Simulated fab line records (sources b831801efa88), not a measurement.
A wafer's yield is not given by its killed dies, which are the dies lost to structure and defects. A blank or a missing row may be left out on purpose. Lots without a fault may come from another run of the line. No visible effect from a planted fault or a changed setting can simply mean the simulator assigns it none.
Tool commonality check	flow gf180mcu	35 wafers sampled across 12 lots

## REASON IT WAS OPENED
Of 12 lots, 1 have the reading V1_CVD_02_THK flagged at GF_V1_THK_MEAS_03. Wafers without a fault read 849 nm, standard deviation 13.
Rule: a lot gets a flag if all its wafers with a number sit over 4 standard deviations from that mean, or if no wafer of it has a number. As for the other lots, they are considered sound.

lot	measured	on	V1_CVD_02_THK (nm), wafer by wafer	flag
L233	day 16 22:35	filmMetro-02	838 857 861	
L235	day 17 19:59	filmMetro-02	863 870 879	
L236	day 18 09:22	filmMetro-02	846 847 853	
L237	day 18 14:05	filmMetro-03	852 832 857	
L239	day 19 10:41	filmMetro-04	835 847 849	
L246	day 22 14:52	filmMetro-02	674 650	FLAGGED
L248	day 22 20:56	filmMetro-03	832 841 843	
L249	day 23 02:47	filmMetro-02	831 855 850	
L250	day 23 09:20	filmMetro-04	840 858 849	
L252	day 24 01:23	filmMetro-02	838 876 845	
L255	day 25 03:05	filmMetro-03	856 859 875	
L256	day 25 07:16	filmMetro-02	864 853 879	
The mean of the flagged lots' numbers is 662 nm, -187 nm from the usual (-14 standard deviations).

## EACH LOT AND THE TOOL IT RAN ON
The record holds 1 process step before the reading, out of a route of 602 steps. Every cell lists first the tool, next ch and the chambers used by the sampled wafers, and last the start.
lot	flag	GF_V1_CVD_02
L233		pecvd-03 ch 0,1,2, day 16 22:30
L235		pecvd-04 ch 0,1,2, day 17 19:55
L236		pecvd-04 ch 0,1,2, day 18 09:18
L237		pecvd-02 ch 0,1,2, day 18 14:00
L239		pecvd-04 ch 0,2, day 19 10:36
L246	FLAGGED	pecvd-03 ch 1,2, day 22 14:47
L248		pecvd-04 ch 0,1, day 22 20:52
L249		pecvd-04 ch 0,1,2, day 23 02:43
L250		pecvd-04 ch 0,1,2, day 23 09:15
L252		pecvd-02 ch 0,1,2, day 24 01:19
L255		pecvd-03 ch 0,1, day 25 03:01
L256		pecvd-02 ch 1,2, day 25 07:10
These steps, and what they do:
- GF_V1_CVD_02: deposits SiO2 from TEOS, target thk 850 nm, time 94.851 s.
- GF_V1_THK_MEAS_03

## FLAGGED AGAINST TOTAL, ONE TOOL AT A TIME (gauges that did the reading follow at the end)
step	tool	lots run	flagged	share of the flagged lots	sound lots run after its first flagged lot
GF_V1_CVD_02	pecvd-02	3	0	none	-
GF_V1_CVD_02	pecvd-03	3	1	all	1 (L255)
GF_V1_CVD_02	pecvd-04	6	0	none	-
GF_V1_THK_MEAS_03	filmMetro-02	7	1	all	3 (L249,L252,L256)
GF_V1_THK_MEAS_03	filmMetro-03	3	0	none	-
GF_V1_THK_MEAS_03	filmMetro-04	2	0	none	-

## WHAT THE TABLE PERMITS
Table rows that saw every flagged lot: 2, namely pecvd-03 at GF_V1_CVD_02 and filmMetro-02 at GF_V1_THK_MEAS_03.
- pecvd-03 at GF_V1_CVD_02 ran 3 lots, 1 of them flagged. Sound lots followed the first flagged one (L255) on it, something a lasting fault affecting the whole tool could not allow. Its own readings lie more than 4 standard deviations out on every wafer of the flagged lots: runLengthS.
- filmMetro-02 at GF_V1_THK_MEAS_03 ran 7 lots, 1 of them flagged. Sound lots followed the first flagged one (L249, L252, L256) on it, something a lasting fault affecting the whole tool could not allow.
No row of the table ran every flagged lot and no sound lot after the first.

## WHAT THE SIMULATOR PUT IN
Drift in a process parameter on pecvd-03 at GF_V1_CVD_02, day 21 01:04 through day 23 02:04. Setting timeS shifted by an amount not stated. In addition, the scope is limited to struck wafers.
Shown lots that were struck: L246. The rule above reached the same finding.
